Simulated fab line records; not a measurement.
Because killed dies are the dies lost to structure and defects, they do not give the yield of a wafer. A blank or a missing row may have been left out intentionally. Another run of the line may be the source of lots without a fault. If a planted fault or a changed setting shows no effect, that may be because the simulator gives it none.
Matching of chambers | flow gf180mcu | GF_V4_CMP_04 on cmp-01 has 4 sister chambers
The step polishes SiO2. 8 wafers are shown with their chamber, then 12 later ones without.

WAFERS, EACH WITH ITS CHAMBER
wafer  | chamber | motor current A (A) | time to endpoint s (s)
L078.6 | 3       | 11.6                | 81
L080.6 | 0       | 14.8                | 84
L082.1 | 2       | 13.2                | 76
L082.2 | 3       | 12.5                | 82
L082.3 | 1       | 10.1                | 71
L083.2 | 0       | 13.6                | 67
L083.5 | 1       | 9.8                 | 74
L083.6 | 2       | 13.7                | 78

WAFERS MISSING THEIR CHAMBER
wafer  | motor current A (A) | time to endpoint s (s)
L088.3 | 12.0                | 73
L088.5 | 9.9                 | 82
L088.6 | 13.3                | 82
L089.1 | 13.6                | 73
L089.4 | 10.5                | 87
L089.6 | 13.8                | 87
L090.2 | 9.9                 | 90
L090.3 | 13.8                | 88
L090.5 | 9.9                 | 94
L092.1 | 12.9                | 74
L092.4 | 13.7                | 84
L092.6 | 9.9                 | 85

CHAMBER TAKEN BY EACH
wafer  | from the rows above          | in truth
L088.3 | can't be placed: 3 or 2      | 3
L088.5 | 1                            | 1
L088.6 | can't be placed: 2 or 0 or 3 | 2
L089.1 | can't be placed: 2 or 0      | 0
L089.4 | can't be placed: 1 or 3      | 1
L089.6 | can't be placed: 2 or 0 or 3 | 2
L090.2 | can't be placed: 1 or 3      | 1
L090.3 | can't be placed: 2 or 0 or 3 | 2
L090.5 | can't be placed: 1 or 3      | 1
L092.1 | can't be placed: 2 or 3 or 0 | 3
L092.4 | can't be placed: 2 or 0 or 3 | 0
L092.6 | can't be placed: 1 or 3      | 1
1 of 12 placed correctly. Can't be placed from these rows: 11 (the true chamber is among the candidates in 11). Placed wrongly: 0.
How it was worked out, from the rows above alone: a wafer's distance from a chamber is the root of the sum, over the readings, of the square of ((its reading less the chamber's mean) divided by the reading's scatter). If the next closest chamber is less than 2 further off than the closest, the wafer can't be placed; otherwise it belongs to the closest. Each chamber's mean is taken over the wafers shown for it. How the scatter is found: for the shown wafers, subtract from each reading the mean of its chamber, square and add these, divide the total by (wafers less chambers), then take the root.
